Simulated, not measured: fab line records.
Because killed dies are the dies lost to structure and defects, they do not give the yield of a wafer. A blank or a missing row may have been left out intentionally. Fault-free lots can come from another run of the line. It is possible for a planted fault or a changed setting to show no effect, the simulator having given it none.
The tool behind it: which one?	flow gf180mcu	39 wafers from 13 lots sampled at 4 of the route's 602 steps

## WHAT THE GAUGES SHOWED, per wafer
GF_PASSIVATION_BOW_MEAS_14. Usual: PASSIVATION_BOW typically reads 138 um, with standard deviation 10.
lot	measured	on	PASSIVATION_BOW (um)	flag
L516	day 29 01:35	film-metro-03	143 142 143	
L517	day 29 14:26	film-metro-03	143 147 148	
L518	day 29 16:34	film-metro-02	128 145 125	
L519	day 30 00:11	film-metro-03	126 126 115	
L520	day 30 10:17	film-metro-03	144 153 146	
L521	day 30 13:28	film-metro-03	146 133 137	
L522	day 31 06:18	film-metro-04	140 134 151	
L523	day 31 09:28	film-metro-04	146 141 157	
L532	day 33 13:06	film-metro-02	146 157 150	
L536	day 34 12:11	film-metro-04	133 127 138	
L537	day 34 20:20	film-metro-04	122 130 127	
L538	day 34 21:18	film-metro-02	134 143 135	
L539	day 34 23:24	film-metro-02	141 128 142	

## TOOL THAT RAN EACH LOT (tool first, then ch and the chambers of the sampled wafers, then the start)
lot	GF_POLY_GATE_ETCH_13	GF_TOP_METAL_SPUTTER_03	GF_PASSIVATION_STRIP_12
L516	rie-si-02 ch 0,2, day 9 09:31	pvd-sputter-03, day 27 07:20	plasma-asher-03 ch 0,1, day 28 23:59
L517	rie-si-01 ch 2,3, day 9 13:16	pvd-sputter-03, day 27 20:29	plasma-asher-04 ch 0,1, day 29 12:49
L518	rie-si-01 ch 0,2, day 9 18:07	pvd-sputter-01, day 27 22:40	plasma-asher-03 ch 0,1, day 29 14:57
L519	rie-si-02 ch 0,1,2, day 10 03:43	pvd-sputter-03, day 28 05:49	plasma-asher-03 ch 0,1, day 29 22:34
L520	rie-si-02 ch 0,1,3, day 10 10:07	pvd-sputter-04, day 28 17:37	plasma-asher-02 ch 0,1, day 30 08:41
L521	rie-si-01 ch 0,2, day 10 17:34	pvd-sputter-03, day 28 21:16	plasma-asher-03 ch 0,1, day 30 11:52
L522	rie-si-01 ch 1,2,3, day 11 00:40	pvd-sputter-01, day 29 15:28	plasma-asher-04 ch 0,1, day 31 04:42
L523	rie-si-02 ch 0,1,3, day 11 10:28	pvd-sputter-01, day 29 18:16	plasma-asher-03 ch 0,1, day 31 07:52
L532	rie-si-01 ch 1,2, day 13 20:49	pvd-sputter-04, day 32 01:49	plasma-asher-02 ch 0,1, day 33 11:29
L536	rie-si-02 ch 0,3, day 15 06:34	pvd-sputter-04, day 33 01:58	plasma-asher-04 ch 1, day 34 10:33
L537	rie-si-02 ch 0,1, day 15 10:16	pvd-sputter-04, day 33 10:28	plasma-asher-03 ch 0,1, day 34 18:44
L538	rie-si-02 ch 0,2,3, day 15 17:01	pvd-sputter-03, day 33 12:55	plasma-asher-03 ch 0,1, day 34 19:41
L539	rie-si-02 ch 0,2,3, day 16 01:22	pvd-sputter-03, day 33 14:10	plasma-asher-03 ch 0,1, day 34 21:47
- GF_POLY_GATE_ETCH_13: etches poly-Si in HBr/Cl2, stops on SiO2, target depth 198.5 nm, time 69.6 s.
- GF_TOP_METAL_SPUTTER_03: material Ti, target thk 5 nm, time 3.3 s.
- GF_PASSIVATION_STRIP_12: strips in O2/N2.

## WHAT THE TOOLS THEMSELVES READ (means of the sampled wafers that have a number; where no wafer has one, the mark that the record gives instead)
GF_POLY_GATE_ETCH_13. Usual: HBr_flow_sccm 150.0 sccm, standard deviation 0.49; drypump-motor-current-A 5.9 A, standard deviation 0.44; oes-product-au 0.990 a.u., standard deviation 0.0065; throttle-valve-pct 33.684 %, standard deviation 0.0096.
lot	tool	HBr_flow_sccm (sccm)	drypump-motor-current-A (A)	oes-product-au (a.u.)	throttle-valve-pct (%)	flag
L516	rie-si-02	150.2	6.1	0.994	33.688	
L517	rie-si-01	149.1	5.8	0.992	33.682	
L518	rie-si-01	149.6	6.3	0.994	33.675	
L519	rie-si-02	150.1	5.8	1.000	33.682	
L520	rie-si-02	150.1	5.6	0.996	33.687	
L521	rie-si-01	150.0	6.1	0.994	33.687	
L522	rie-si-01	150.4	5.7	0.989	33.699	
L523	rie-si-02	150.3	5.6	0.983	33.677	
L532	rie-si-01	150.0	5.7	0.993	33.691	
L536	rie-si-02	150.2	5.4	0.983	33.690	
L537	rie-si-02	150.0	5.3	0.986	33.690	
L538	rie-si-02	149.8	5.8	0.985	33.675	
L539	rie-si-02	149.9	5.9	0.988	33.689	

GF_TOP_METAL_SPUTTER_03. Usual: throttle-valve-pct reads 29.8 % (standard deviation 0.69).
lot	tool	throttle-valve-pct (%)	flag
L516	pvd-sputter-03	29.8	
L517	pvd-sputter-03	29.9	
L518	pvd-sputter-01	31.0	
L519	pvd-sputter-03	29.7	
L520	pvd-sputter-04	30.4	
L521	pvd-sputter-03	29.4	
L522	pvd-sputter-01	30.1	
L523	pvd-sputter-01	29.4	
L532	pvd-sputter-04	30.4	
L536	pvd-sputter-04	30.2	
L537	pvd-sputter-04	29.9	
L538	pvd-sputter-03	29.5	
L539	pvd-sputter-03	29.2	

GF_PASSIVATION_STRIP_12. Usual: drypump-motor-current-A 5.4 A, standard deviation 0.38; heater-power-w 336 W, standard deviation 26; oes-product-au 0.718 a.u., standard deviation 0.0046; strip-time-to-endpoint-s 32.92 s, standard deviation 0.2.
lot	tool	drypump-motor-current-A (A)	heater-power-w (W)	oes-product-au (a.u.)	strip-time-to-endpoint-s (s)	flag
L516	plasma-asher-03	5.2	328	0.712	32.95	
L517	plasma-asher-04	5.4	349	0.718	32.96	
L518	plasma-asher-03	5.1	338	0.723	32.96	
L519	plasma-asher-03	5.1	336	0.719	32.80	
L520	plasma-asher-02	6.0	345	0.719	32.90	
L521	plasma-asher-03	5.2	329	0.721	32.77	
L522	plasma-asher-04	5.4	350	0.721	32.74	
L523	plasma-asher-03	5.1	329	0.719	32.80	
L532	plasma-asher-02	5.9	349	0.716	33.01	
L536	plasma-asher-04	5.8	287	0.717	32.85	
L537	plasma-asher-03	5.1	335	0.720	32.89	
L538	plasma-asher-03	5.1	335	0.715	32.79	
L539	plasma-asher-03	5.1	337	0.718	32.74	

## THE ANSWER, worked out from the rows above alone
Rule: a lot counts as off when the mean over its wafers that have a number is more than 3 standard deviations away from the usual mean. A lot without any number at a reading at which 4 lots or more have one is off too. Where the step has rows for the other lots, those lots are counted as sound. First the gauges in route order, then the tools' own readings, where a lot's mean is used as printed above. At the first step where some lot is off, the reading lying furthest off is the one used; lots without a number count as furthest.
None of the lots is off at any reading shown; this tells nothing.

## WHAT THE SIMULATOR HAD PUT IN
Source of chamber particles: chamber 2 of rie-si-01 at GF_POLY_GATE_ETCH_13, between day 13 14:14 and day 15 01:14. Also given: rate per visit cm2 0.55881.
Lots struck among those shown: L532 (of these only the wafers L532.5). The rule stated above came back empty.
